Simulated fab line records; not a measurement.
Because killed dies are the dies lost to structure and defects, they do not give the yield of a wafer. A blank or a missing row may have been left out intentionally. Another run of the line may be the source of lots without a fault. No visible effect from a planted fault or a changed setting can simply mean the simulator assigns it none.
Which tool was responsible?	flow sky130	30 wafers from 10 lots sampled at 3 of the route's 708 steps

WHAT EACH GAUGE READ, for each wafer
SKY_RES_PROTECT_TW_MEAS_08.
lot	measured	on	POLY_GATE_TW
L665	day 16 08:33	filmMetro-04	4089 4098 4059
L668	day 17 13:15	filmMetro-04	4067 4087 4061
L669	day 18 01:20	filmMetro-02	3987 3977 3992
L673	day 19 04:38	filmMetro-02	3988 3966 3925
L674	day 19 13:48	filmMetro-04	4096 4089 4086
L675	day 20 02:10	filmMetro-02	3952 3974 3956
L676	day 20 08:23	filmMetro-03	3990 4005 4006
L677	day 20 22:48	filmMetro-02	3948 3944 3938
L684	day 23 15:23	filmMetro-03	3624 3616 3622 3621 3626 3604
L685	day 24 01:10	filmMetro-02	3622 3630 3619 3624 3617 3630

WHICH TOOL RAN EACH LOT (tool, then ch and the chambers of the sampled wafers, then the start)
lot	SKY_POLY_GATE_IMPLANT_02	SKY_RES_PROTECT_STRIP_07
L665	implanter-02 ch 0, day 16 08:19	plasmaAsher-03 ch 0,1, day 16 08:26
L668	implanter-04 ch 0, day 17 13:01	plasmaAsher-01 ch 0,1, day 17 13:08
L669	implanter-02 ch 0, day 18 01:05	plasmaAsher-04 ch 0,1, day 18 01:14
L673	implanter-02 ch 0, day 19 04:23	plasmaAsher-04 ch 0,1, day 19 04:32
L674	implanter-02 ch 0, day 19 13:34	plasmaAsher-04 ch 0, day 19 13:41
L675	implanter-04 ch 0, day 20 01:58	plasmaAsher-04 ch 0,1, day 20 02:04
L676	implanter-01 ch 0, day 20 08:08	plasmaAsher-03 ch 1, day 20 08:17
L677	implanter-04 ch 0, day 20 22:35	plasmaAsher-01 ch 0,1, day 20 22:43
L684	implanter-02 ch 0, day 23 15:08	plasmaAsher-04 ch 0,1, day 23 15:17
L685	implanter-02 ch 0, day 24 00:56	plasmaAsher-03 ch 0,1, day 24 01:04
- SKY_POLY_GATE_IMPLANT_02
- SKY_RES_PROTECT_STRIP_07: strips in O2/N2.

THE ANSWER, worked out from the rows above alone
Rule: the lots themselves supply what counts as usual. Put in order of their means at a reading, lots are off if they are a third of the lots or fewer, leave a main group of 4 or more, and stand apart from it by a gap of 3 or more times the standard deviation of the main group's means; of several such gaps the widest counts. The tables above print the reading to a certain number of digits; a main group whose means all agree to those digits is not used. A lot without any number at a reading at which 4 lots or more have one is off too. The other lots that the step has rows for count as sound.
Off: L684, L685, seen at SKY_RES_PROTECT_TW_MEAS_08 (POLY_GATE_TW). For the main group the mean is 4012 and the standard deviation 56.
A tool fits if, at a process step before that reading, it ran every lot that is off, and no sound lot after the first of them. Gauges at SKY_RES_PROTECT_TW_MEAS_08: tried the same way as those tools. One fits: SKY_POLY_GATE_IMPLANT_02 on implanter-02. A fault onset in the window from L674 (day 19 13:34, its last sound lot) to L684 (day 23 15:08, its first lot off) fits.

WHAT THE SIMULATOR PUT IN
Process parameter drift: implanter-02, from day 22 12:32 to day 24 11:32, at SKY_POLY_GATE_IMPLANT_02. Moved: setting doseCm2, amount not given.
Struck lots among those shown: L684, L685. Same finding as the rule above.
